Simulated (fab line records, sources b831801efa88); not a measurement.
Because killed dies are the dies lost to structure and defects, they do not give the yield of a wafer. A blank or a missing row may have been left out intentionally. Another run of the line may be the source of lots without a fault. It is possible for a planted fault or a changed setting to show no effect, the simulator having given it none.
Code-filled problem report in 8D (eight disciplines) form :: flow gf180mcu :: the parts of the form that need people (team, actions taken, sign-off) are left out

## 1. PROBLEM STATEMENT
HV_LDD_2_TW at GF_HV_LDD_TW_MEAS_23 reads a mean of 926 on 6 wafers of 2 lots; wafers without a fault read 1053 with a standard deviation of 7.9. Relative to the usual mean, that is a shift of -16 standard deviations.
The first sign was on wafer L281.3 at day 16 02:13, on filmMetro-04. The record holds 39 wafers of 13 lots with a number at this step. Rule for "out", or "out of limits": more than 4 standard deviations from the usual mean. All remaining wafers that have a number are taken as sound.

## 2. WHAT IT IS; WHAT IT IS NOT
question: which readings at this step
is: HV_LDD_2_TW
is not: -

question: which lots
is: L281, L282
is not: L265, L267, L268, L269, L270, L272, L273, L276, L277, L284, L287

question: which wafers of those lots
is: all that have a number
is not: -

question: read on which gauges
is: filmMetro-01, filmMetro-04
is not: filmMetro-03

question: when
is: from day 16 02:13
is not: up to then (27 sound wafers); but 6 sound wafers of L284, L287 came after

## 3. WHAT RULES OUT EACH SUSPECT
Counting: a tool at a process step up to the reading stays a suspect if it ran every lot that is out and no sound lot after the first of them.
- the gauge at GF_HV_LDD_TW_MEAS_23: ruled out. 2 gauges (filmMetro-01, filmMetro-04) read the wafers that are out.
- implanter-03 at GF_HV_LDD_IMPLANT_21: kept. It ran every lot that is out, first L281 (day 16 01:59), and no sound lot after that; its last sound lot up to then is L277 (day 14 15:03). Its own beamEnergyKeV readings are out on those wafers.
Remaining after the count: implanter-03 at GF_HV_LDD_IMPLANT_21.

## 4. THE CAUSE (what the simulator had put in)
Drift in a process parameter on implanter-03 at GF_HV_LDD_IMPLANT_21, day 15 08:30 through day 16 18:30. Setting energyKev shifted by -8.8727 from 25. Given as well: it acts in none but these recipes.
This tool alone remained once counting was done.

## 5. THE CHAIN OF EFFECTS, in route order
One row per reading whose mean, taken over the struck wafers that have a number, lies over 3 standard deviations from the usual. Readings are gone through only where the record gives a usual standard deviation; hours: the median, over the lots, of the time from a lot's start at the first step in this table giving one to that lot's start at this step; sigmas: the change measured in usual standard deviations.
hours: 0
step: GF_HV_LDD_IMPLANT_21
reading: beamEnergyKeV
usual: 25.001
on struck wafers: 16.127
change: -8.874
sigmas: -99 or more

hours: 0
step: GF_HV_LDD_TW_MEAS_23
reading: HV_LDD_2_TW
usual: 1053
on struck wafers: 926
change: -127
sigmas: -16
Here are the process steps it includes:
- GF_HV_LDD_IMPLANT_21
At these later measuring or inspecting steps, every struck wafer for which the step has a row has a number for every such reading, and none has moved that far: GF_HV_LDD_CD_MEAS_31.

## 6. WHAT WOULD HAVE CAUGHT IT SOONER
18 hours passed between the start of the fault at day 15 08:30 and the first reading out of limits at a measuring or inspecting step in this record, taken at day 16 02:13.
Tool's own readings at GF_HV_LDD_IMPLANT_21, beamEnergyKeV: out on all struck wafers the step has rows for; an alarm limit on them would have tripped on the first.
Among the 2 lots that are out, L282 began GF_HV_LDD_IMPLANT_21 on implanter-03 after day 16 02:13. It would have been spared by a hold on the tool at that moment.
